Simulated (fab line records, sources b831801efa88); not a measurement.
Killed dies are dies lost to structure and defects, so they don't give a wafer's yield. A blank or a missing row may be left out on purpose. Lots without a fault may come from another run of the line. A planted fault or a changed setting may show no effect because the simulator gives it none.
Problem report in the 8D (eight disciplines) form, filled by code | flow sky130 | the parts of the form that need people (team, actions taken, sign-off) are left out

1. THE PROBLEM
LI_CONTACT_W_RS at SKY_LI_CONTACT_RS_MEAS_22 reads a mean of 0.312 ohm/sq on 2 wafers of 1 lot; wafers without a fault read 0.288 ohm/sq with a standard deviation of 0.0033. That is +7.4 standard deviations from the usual mean.
The step: measures by four-point-probe.
First seen on wafer L804.2, day 32 06:43, on film_metro-01. The record holds 33 wafers of 11 lots with a number at this step. Rule for "out", or "out of limits": more than 4 standard deviations from the usual mean. The other wafers with a number count as sound.

2. WHAT IT IS AND WHAT IT IS NOT
question                    | is                | is not
which readings at this step | LI_CONTACT_W_RS   | -
which lots                  | L804              | L795, L796, L797, L800, L809, L814, L815, L816, L817, L818
which wafers of those lots  | L804.2, L804.6    | L804.1
read on which gauges        | film_metro-01     | film_metro-03, film_metro-04
when                        | from day 32 06:43 | up to then (13 sound wafers); but 18 sound wafers of L809, L814, L815, L816, L817, L818 came after

3. SUSPECTS, AND WHAT RULES EACH OUT
Counting: a tool at a process step up to the reading stays a suspect if it ran every lot that is out. Sound lots after the first of them don't rule it out here, since some wafers of a struck lot are sound.
- the gauge at SKY_LI_CONTACT_RS_MEAS_22: ruled out. All the wafers that are out were read on film_metro-01, but those of them that SKY_LI_CONTACT_CVD_21 has rows for are out there too, on other tools.
- plasma_asher-01 at SKY_SD_P_STRIP_10 (strips in O2/N2): kept. It ran the lot that is out, L804 (day 28 17:31); its last sound lot up to then is L800 (day 27 10:35).
- plasma_asher-02 at SKY_RES_XHIGH_STRIP_08 (strips in O2/N2): kept. It ran the lot that is out, L804 (day 29 21:31); its last sound lot up to then is L800 (day 28 14:46).
- cvd_w-02 at SKY_LI_CONTACT_CVD_21 (deposits W, target thk 400 nm, time 120.56 s): kept. It ran the lot that is out, L804 (day 32 06:35); its last sound lot up to then is L800 (day 31 03:32). Its own readings are out on those wafers: chamber_pressure_Torr.
- Within plasma_asher-01 at SKY_SD_P_STRIP_10: the wafers that are out ran in chamber 0; their sound lot-mates ran in chamber 1.
- Within plasma_asher-02 at SKY_RES_XHIGH_STRIP_08: the wafers that are out ran in chamber 1; their sound lot-mates ran in chamber 0.
- Within cvd_w-02 at SKY_LI_CONTACT_CVD_21: the wafers that are out ran in chamber 1; their sound lot-mates ran in chamber 0.
Left after counting: plasma_asher-01 at SKY_SD_P_STRIP_10, plasma_asher-02 at SKY_RES_XHIGH_STRIP_08, cvd_w-02 at SKY_LI_CONTACT_CVD_21.

4. THE CAUSE (what the simulator had put in)
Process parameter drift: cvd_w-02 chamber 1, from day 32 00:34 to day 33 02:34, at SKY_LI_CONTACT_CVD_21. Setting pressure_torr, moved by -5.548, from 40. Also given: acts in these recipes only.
Counting left 3 suspects, and this tool is among them.

5. THE CHAIN OF EFFECTS, in route order
Each row: a reading whose mean over the struck wafers that have a number lies more than 3 standard deviations from the usual. Only readings for which the record gives a usual standard deviation are gone through. hours: the time from each lot's start at the first step in this table that gives one to its start at this step, as a median over the lots. sigmas: the change in usual standard deviations.
hours | step                       | reading               | usual        | on struck wafers | change | sigmas
0     | SKY_LI_CONTACT_CVD_21      | chamber_pressure_Torr | 40.01 Torr   | 34.34            | -5.67  | -65
0     | SKY_LI_CONTACT_RS_MEAS_22  | LI_CONTACT_W_RS       | 0.288 ohm/sq | 0.312            | +0.025 | +7.4
3     | SKY_LI_CONTACT_THK_MEAS_23 | LI_CONTACT_W_THK      | 403 nm       | 372              | -30    | -4.6
The process steps in it:
- SKY_LI_CONTACT_CVD_21: deposits W, target thk 400 nm, time 120.56 s.

6. WHAT WOULD HAVE CAUGHT IT SOONER
In this record the first reading out of limits at a measuring or inspecting step was taken at day 32 06:43, 6 hours after the fault began at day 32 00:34.
The tool's own readings at SKY_LI_CONTACT_CVD_21 were out on every struck wafer that the step has a row for (chamber_pressure_Torr): an alarm limit on them would have fired on the first of those.
All the lots that are out (1) had begun SKY_LI_CONTACT_CVD_21 on cvd_w-02 by day 32 06:43. A hold on the tool at that time would have spared none of them.
